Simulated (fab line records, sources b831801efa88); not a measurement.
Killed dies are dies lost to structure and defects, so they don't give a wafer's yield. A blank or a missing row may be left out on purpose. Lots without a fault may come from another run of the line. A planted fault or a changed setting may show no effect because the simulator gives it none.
fab line records | flow sky130
record lots=6 wafers=18 last_day=50
route steps=708 shown VT_ADJUST_HVTR@133 VT_ADJUST_PCH@143 PAD_OPEN@708
lots that met no fault: from a run of the same line without faults
start_h: hours from the record's first day to the start of the lot's first wafer shown | wait_h: hours since the lot's step before | " the same as in the row above | L1.1+2: a row that stands for several wafers | - no value, or no start given | * or withheld: withheld | < > ~ a bound
route shown NAME@n: a module of which the file shows steps, and the number in the route of the first | usual: mean/standard deviation of fault-free wafers | same: alike in all rows | chamber/n: place in a boat | sites: the reading at each site | _std_site: their standard deviation | _edge_site: outer sites' mean less inner sites' | radius_mm: how far each site lies from the wafer's centre | mask NAME#n: copy n | behind: the tool/chamber that last shaped the wafer | hold: why the lot was held/for how many hours/how that ended | device: the transistor (n, p or np) that didn't switch | end of line: the same wafers' tests at the end of the route | a step without rows: its recipe alone | killed: dies lost to structure and defects at the first sort, not the wafer's yield | map: a wafer's dies, x killed, . not, _ none there
set.NAME: the setting as run; set.NAME@STEP: as run at that earlier step | model.NAME: the simulator's own value behind a step, which no gauge read
lots at some steps of the route; a table a step, a row a wafer
services: from which hour (start_h, from the record's first day; less than 0 if before it) a tool's chamber was out of use, for how many hours, and why
## steps
# step SKY_VT_ADJUST_HVTR_COAT_02
# recipe resist=NOVOLAK spin_rpm=3000 resist_thk_nm=1140
# step SKY_VT_ADJUST_HVTR_SOFTBAKE_03
# recipe temp_c=90 time_s=60 resist=NOVOLAK
# step SKY_VT_ADJUST_HVTR_EXPOSE_04
# recipe mask_id=HVTRM target_cd_nm=380 na=0.6 source_shape=conventional sigma_outer=0.6 dose_mj=150
# step SKY_VT_ADJUST_HVTR_PEB_05
# recipe temp_c=withheld time_s=* resist=NOVOLAK
# step SKY_VT_ADJUST_HVTR_DEVELOP_06
# recipe develop_time_s=60 dev_temp_c=23
# step SKY_VT_ADJUST_HVTR_CD_MEAS_07
# recipe target_cd_nm=380
# usual cd_nm=380/3
# columns lot.wafer tool chamber start_h wait_h cd_nm
L817.2 cd_sem-02 - 256.80 0.1 379
L817.3 " - " " 376
L817.5 " - " " 379
L818.1 cd_sem-01 - 263.37 0.1 381
L818.4 " - " " 381
L818.6 " - " " 382
L822.3 cd_sem-01 - 291.77 0.1 382
L822.5 " - " " 381
L822.6 " - " " 379
L828.3 cd_sem-02 - 331.20 0.1 379
L828.4 " - " " 382
L828.6 " - " " 380
L829.1 cd_sem-02 - 338.93 0.1 380
L829.4 " - " " 379
L829.5 " - " " 380
L832.2 cd_sem-02 - 368.68 0.1 379
L832.4 " - " " 378
L832.5 " - " " 381
# step SKY_VT_ADJUST_HVTR_OVL_MEAS_08
# usual VT_ADJUST_HVTR_OVL=1.1/1.1
# columns lot.wafer tool chamber start_h wait_h VT_ADJUST_HVTR_OVL[nm]
L817.2 overlay-02 - 256.91 0.1 2.0
L817.3 " - " " 3.6
L817.5 " - " " 1.5
L818.1 overlay-02 - 263.49 0.1 3.3
L818.4 " - " " 1.8
L818.6 " - " " 2.8
L822.3 overlay-01 - 291.87 0.1 1.0
L822.5 " - " " 0.0
L822.6 " - " " 1.1
L828.3 overlay-02 - 331.29 0.1 0.4
L828.4 " - " " 0.6
L828.6 " - " " 0.7
L829.1 overlay-02 - 339.05 0.1 0.6
L829.4 " - " " 1.5
L829.5 " - " " 0.9
L832.2 overlay-01 - 368.78 0.1 4.0
L832.4 " - " " 1.8
L832.5 " - " " 2.0
# step SKY_VT_ADJUST_HVTR_IMPLANT_09
# recipe species=B energy_kev=10 dose_cm2=2.1e+12 tilt_deg=withheld
# step SKY_VT_ADJUST_HVTR_STRIP_10
# recipe chemistry=O2/N2 power_w=1400 pressure_mtorr=1500 platen_temp_c=withheld o2_flow_sccm=3000 n2_flow_sccm=300 overash_fraction=0.5
# usual chamber_pressure_mTorr=1500.1/1.3 drypump_motor_current_A=5.7/0.49 n2_flow_sccm=299.9/0.84 oes_product_au=0.716/0.0043 strip_time_to_endpoint_s=14.16/0.045
# same overash_fraction=0.5
# columns lot.wafer tool chamber start_h wait_h chamber_pressure_mTorr drypump_motor_current_A n2_flow_sccm oes_product_au rf_hours_counter_h strip_time_to_endpoint_s
L817.2 plasma_asher-03 1 257.09 0.1 1498.8 5.3 300.5 0.706 44 14.16
L817.3 " 1 " " 1498.5 5.4 300.9 0.718 - 14.15
L817.5 " 1 " " 1500.9 5.3 301.8 0.716 - 14.16
L818.1 plasma_asher-04 1 263.68 0.1 1500.3 4.7 299.0 0.714 15 14.11
L818.4 " 1 " " 1501.1 4.7 297.8 0.715 - 14.14
L818.6 " 1 " " 1500.3 4.7 299.1 0.717 - 14.19
L822.3 plasma_asher-04 0 292.07 0.1 1499.4 5.9 300.0 0.707 - 14.15
L822.5 " 1 " " 1501.2 4.7 299.2 0.717 - 14.13
L822.6 " 0 " " 1499.4 5.9 299.3 0.716 - 14.12
L828.3 plasma_asher-04 1 331.50 0.1 1499.3 4.8 299.8 0.717 - 14.17
L828.4 " 0 " " 1501.6 5.9 299.3 0.722 - 14.20
L828.6 " 0 " " 1501.6 5.9 299.5 0.711 - 14.21
L829.1 plasma_asher-03 0 339.24 0.1 1500.0 5.5 300.5 0.712 52 14.08
L829.4 " 0 " " 1501.4 5.5 300.9 0.720 - 14.15
L829.5 " 0 " " 1500.1 5.5 299.7 0.718 - 14.12
L832.2 plasma_asher-02 0 368.96 0.1 1497.3 6.3 300.0 0.713 63 14.28
L832.4 " 0 " " 1499.6 6.4 300.3 0.718 - 14.25
L832.5 " 1 " " 1501.2 5.5 298.6 0.720 - 14.25
# step SKY_VT_ADJUST_HVTR_TW_MEAS_11
# usual VT_ADJUST_HVTR_TW=211.1/1.1
# columns lot.wafer tool chamber start_h wait_h VT_ADJUST_HVTR_TW
L817.2 film_metro-04 - 257.20 0.1 211.1
L817.3 " - " " 210.9
L817.5 " - " " 210.2
L818.1 film_metro-02 - 263.78 0.1 210.0
L818.4 " - " " 210.5
L818.6 " - " " 210.4
L822.3 film_metro-03 - 292.16 0.1 212.6
L822.5 " - " " 212.4
L822.6 " - " " 211.8
L828.3 film_metro-03 - 331.58 0.1 211.8
L828.4 " - " " 210.9
L828.6 " - " " 211.4
L829.1 film_metro-03 - 339.34 0.1 211.7
L829.4 " - " " 211.2
L829.5 " - " " 211.4
L832.2 film_metro-03 - 369.07 0.1 210.9
L832.4 " - " " 210.9
L832.5 " - " " 210.7
# step SKY_VT_ADJUST_PCH_DEHYDRATE_00
# recipe temp_c=200 time_s=60
# step SKY_VT_ADJUST_PCH_HMDS_01
# recipe prime_time_s=60 prime_temp_c=120
# step SKY_VT_ADJUST_PCH_COAT_02
# recipe spin_rpm=2000 resist_thk_nm=3000
# usual spin_speed_rpm=2000.0/1.2
# columns lot.wafer tool chamber start_h wait_h spin_speed_rpm model.coat_of_VT_ADJUST_PCH_COAT_02.thk_nm
L817.2 litho_track-02 0 268.78 0.1 1999.8 2985
L817.3 " 0 " " 2000.0 2985
L817.5 " 0 " " 2001.2 2980
L818.1 litho_track-02 0 275.01 0.1 2000.6 3003
L818.4 " 0 " " 2001.3 3003
L818.6 " 0 " " 2000.1 3000
L822.3 litho_track-01 0 303.82 0.1 2000.6 3001
L822.5 " 0 " " 2000.4 3006
L822.6 " 0 " " 1999.1 3010
L828.3 litho_track-04 0 344.87 0.1 1998.6 2985
L828.4 " 0 " " 2002.4 2992
L828.6 " 0 " " 2000.7 2985
L829.1 litho_track-01 0 352.82 0.1 2283.5 2801
L829.4 " 0 " " 2283.0 2806
L829.5 " 0 " " 2283.5 2805
L832.2 litho_track-01 0 383.00 0.1 2281.3 2807
L832.4 " 0 " " 2282.4 2805
L832.5 " 0 " " 2283.3 2807
# step SKY_VT_ADJUST_PCH_SOFTBAKE_03
# recipe temp_c=110 time_s=withheld
# step SKY_VT_ADJUST_PCH_EXPOSE_04
# recipe mask_id=NWM na=0.6 source_shape=conventional sigma_outer=0.6 polarization=unpolarized target_cd_nm=840 dose_mj=255
# step SKY_VT_ADJUST_PCH_PEB_05
# recipe temp_c=115 time_s=withheld
# step SKY_VT_ADJUST_PCH_DEVELOP_06
# recipe wall_angle_deg=90 developer=TMAH develop_time_s=60 dev_temp_c=23
# same develop_time_s=60
# columns lot.wafer tool chamber start_h wait_h model.coat_of_VT_ADJUST_PCH_COAT_02.thk_nm
L817.2+3 litho_track-01 0 - - 2981
L817.5 " 0 " " 2975
L818.1+4 litho_track-04 0 - - 2999
L818.6 " 0 " " 2996
L822.3 litho_track-04 0 - - 2997
L822.5 " 0 " " 3002
L822.6 " 0 " " 3006
L828.3+6 litho_track-02 0 - - 2981
L828.4 " 0 " " 2987
L829.1 litho_track-04 0 - - 2797
L829.4+5 " 0 " " 2801
L832.2+5 litho_track-02 0 - - 2803
L832.4 " 0 " " 2800
# step SKY_VT_ADJUST_PCH_OVL_MEAS_07
# usual VT_ADJUST_PCH_OVL=-0.5/1.1
# columns lot.wafer tool chamber start_h wait_h VT_ADJUST_PCH_OVL[nm]
L817.2 overlay-01 - 281.13 - 0.8
L817.3 " - " " -0.3
L817.5 " - " " -0.7
L818.1 overlay-01 - 287.57 - -0.4
L818.4 " - " " -0.5
L818.6 " - " " -0.8
L822.3 overlay-01 - 318.08 - 0.6
L822.5 " - " " 1.1
L822.6 " - " " -0.4
L828.3 overlay-02 - 358.57 - -0.3
L828.4 " - " " 2.4
L828.6 " - " " -0.5
L829.1 overlay-01 - 366.12 - 0.1
L829.4 " - " " 2.1
L829.5 " - " " 1.6
L832.2 overlay-02 - 397.56 - -2.6
L832.4 " - " " -1.8
L832.5 " - " " -2.9
# step SKY_VT_ADJUST_PCH_IMPLANT_08
# recipe species=B energy_kev=10 dose_cm2=5e+11 tilt_deg=withheld
# step SKY_VT_ADJUST_PCH_STRIP_09
# recipe chemistry=O2/N2 power_w=1400 pressure_mtorr=1500 platen_temp_c=withheld o2_flow_sccm=3000 n2_flow_sccm=300 overash_fraction=0.5
# usual chamber_pressure_mTorr=1500.0/1.3 drypump_motor_current_A=5.6/0.46 n2_flow_sccm=300.0/0.76 oes_product_au=0.723/0.0045 strip_time_to_endpoint_s=36.86/0.095
# same overash_fraction=0.5
# columns lot.wafer tool chamber start_h wait_h chamber_pressure_mTorr drypump_motor_current_A n2_flow_sccm oes_product_au rf_hours_counter_h strip_time_to_endpoint_s
L817.2 plasma_asher-03 1 281.31 0.1 1500.2 5.3 299.3 0.720 47 36.73
L817.3 " 0 " " 1501.8 5.5 299.5 0.719 - 36.73
L817.5 " 0 " " 1501.2 5.5 299.1 0.728 - 36.67
L818.1 plasma_asher-02 0 287.76 0.1 1498.7 6.3 301.2 0.730 56 36.94
L818.4 " 1 " " 1501.0 5.5 300.3 0.728 - 36.94
L818.6 " 0 " " 1500.8 6.3 300.6 0.720 - 36.92
L822.3 plasma_asher-02 1 318.29 0.1 1499.7 5.6 300.9 0.723 - 36.94
L822.5 " 0 " " 1498.4 6.3 300.1 0.725 - 36.99
L822.6 " 1 " " 1499.3 5.6 300.1 0.726 - 37.04
L828.3 plasma_asher-03 1 358.78 0.1 1499.2 5.3 300.7 0.721 - 36.76
L828.4 " 0 " " 1499.9 5.5 299.4 0.722 - 36.83
L828.6 " 1 " " 1499.6 5.3 298.7 0.716 - 36.73
L829.1 plasma_asher-03 0 366.31 0.1 1502.5 5.5 300.1 0.722 55 34.64
L829.4 " 1 " " 1499.2 5.3 299.0 0.725 - 34.68
L829.5 " 0 " " 1501.6 5.5 299.5 0.727 - 34.69
L832.2 plasma_asher-02 0 397.74 0.1 1499.4 6.4 299.8 0.715 66 34.71
L832.4 " 1 " " 1500.7 5.6 299.9 0.716 - 34.67
L832.5 " 0 " " 1500.6 6.3 298.7 0.723 - 34.70
# step SKY_VT_ADJUST_PCH_TW_MEAS_10
# usual VT_ADJUST_PCH_TW=142.4/0.67
# columns lot.wafer tool chamber start_h wait_h VT_ADJUST_PCH_TW
L817.2 film_metro-01 - 281.42 0.1 143.2
L817.3 " - " " 142.6
L817.5 " - " " 142.2
L818.1 film_metro-03 - 287.86 0.1 141.9
L818.4 " - " " 142.9
L818.6 " - " " 142.8
L822.3 film_metro-04 - 318.38 0.1 143.1
L822.5 " - " " 142.1
L822.6 " - " " 142.5
L828.3 film_metro-04 - 358.86 0.1 142.7
L828.4 " - " " 142.3
L828.6 " - " " 142.4
L829.1 film_metro-01 - 366.41 0.1 142.1
L829.4 " - " " 142.5
L829.5 " - " " 141.3
L832.2 film_metro-04 - 397.85 0.1 142.9
L832.4 " - " " 141.7
L832.5 " - " " 142.7
# step SKY_PAD_OPEN_PROBE_99
# usual killed_at_M0_to_M3=43/7.1 killed_at_M4_up=3.1/1.7 killed_at_contacts=23/5.1 killed_at_front_end=14/4.4 killed_at_other=0.3/0.47 killed_dies=84/9.9 killed_open=45/6.6 killed_short=38/6.8
# same gross_dies=492 killed_at_back_side=0
# columns lot.wafer tool chamber start_h wait_h killed_at_M0_to_M3 killed_at_M4_up killed_at_contacts killed_at_front_end killed_at_other killed_dies killed_open killed_short
L822.3 prober-01 - 1149.77 0.2 38 2 20 15 0 75 49 26
L822.5 prober-01 - 1149.87 0.2 56 3 22 15 1 97 49 48
L822.6 prober-01 - 1149.92 0.2 33 4 26 6 1 70 34 36
L832.2 prober-01 - 1198.25 0.1 40 4 18 14 0 76 36 40
L832.4 prober-01 - 1198.35 0.2 48 5 43 16 0 112 60 52
L832.5 prober-01 - 1198.40 0.2 47 4 16 8 0 75 41 34
# killed by level:class
L822.3 VIA1:geometric_particle:open=11 LI_CONTACT:geometric_particle:open=10 FIELD_ISO:geometric_particle:open=5 CONTACT:geometric_particle:open=5 METAL1:geometric_particle:short=4 METAL3:geometric_particle:short=4 VIA3:geometric_particle:open=4 POLY_GATE:geometric_particle:short=3
L822.5 VIA1:geometric_particle:open=11 METAL2:geometric_particle:short=11 CONTACT:geometric_particle:open=10 METAL3:geometric_particle:short=6 VIA2:geometric_particle:open=6 VIA1:geometric_particle:short=5 VIA3:geometric_particle:open=5 FIELD_ISO:geometric_particle:short=4
L822.6 CONTACT:geometric_particle:open=9 VIA1:geometric_particle:open=8 METAL2:geometric_particle:short=7 LI_CONTACT:geometric_particle:open=6 CONTACT:geometric_particle:short=4 METAL1:geometric_particle:short=4 METAL4:geometric_particle:short=4 LOCAL_INTERCONNECT:geometric_particle:short=3
L832.2 METAL1:geometric_particle:short=11 VIA1:geometric_particle:open=8 METAL2:geometric_particle:short=7 VIA2:geometric_particle:open=6 FIELD_ISO:geometric_particle:short=4 LI_CONTACT:geometric_particle:open=4 CONTACT:geometric_particle:open=4 METAL4:geometric_particle:short=4
L832.4 CONTACT:geometric_particle:open=17 VIA1:geometric_particle:open=13 LI_CONTACT:geometric_particle:open=10 CONTACT:geometric_particle:short=10 METAL1:geometric_particle:short=8 VIA3:geometric_particle:open=7 FIELD_ISO:geometric_particle:short=5 POLY_GATE:geometric_particle:short=5
L832.5 VIA1:geometric_particle:open=10 VIA3:geometric_particle:open=8 METAL1:geometric_particle:short=6 LI_CONTACT:geometric_particle:open=5 VIA3:geometric_particle:short=5 METAL2:geometric_particle:short=5 CONTACT:geometric_particle:open=4 CONTACT:geometric_particle:short=4
## services
# columns tool chamber start_h hours kind
plasma_asher-04 - 334.51 3.2 repair
plasma_asher-03 - 335.24 3.8 repair
plasma_asher-02 - 340.88 13.8 repair
plasma_asher-04 - 345.64 1.3 repair
plasma_asher-04 - 365.37 24.4 repair
## key
first_sign step=SKY_VT_ADJUST_PCH_COAT_02 reading=spin_speed_rpm direction=up sigmas=99+ usual=2000.0 struck=2282.8
effect step=SKY_VT_ADJUST_PCH_STRIP_09 reading=strip_time_to_endpoint_s direction=down sigmas=23 usual=* struck=*
model_effect step=SKY_VT_ADJUST_PCH_COAT_02 value=coat_of_VT_ADJUST_PCH_COAT_02.thk_nm without=2997 struck=2805
model_effect step=SKY_VT_ADJUST_PCH_DEVELOP_06 value=coat_of_VT_ADJUST_PCH_COAT_02.thk_nm without=2993 struck=2801
met_at SKY_VT_ADJUST_PCH_COAT_02
struck_wafers L829.1,L829.4,L829.5,L832.2,L832.4,L832.5
tester_left_out L829,L832
onset_between 303.82 352.82
fault kind=process_parameter_drift tool=litho_track-01 chamber=- onset_h=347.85 steps=SKY_VT_ADJUST_PCH_COAT_02 channel=spin_rpm offset=282.94 shape=step end_h=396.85 acts_in=these_recipes_only stated=2000
# tester_left_out: of these lots the tester's yield and bins aren't shown, on N5 and GAA mostly nor the transistor test; their killed dies are dies lost to structure and defects alone, not to doping, threshold or leakage, so they don't give the yield
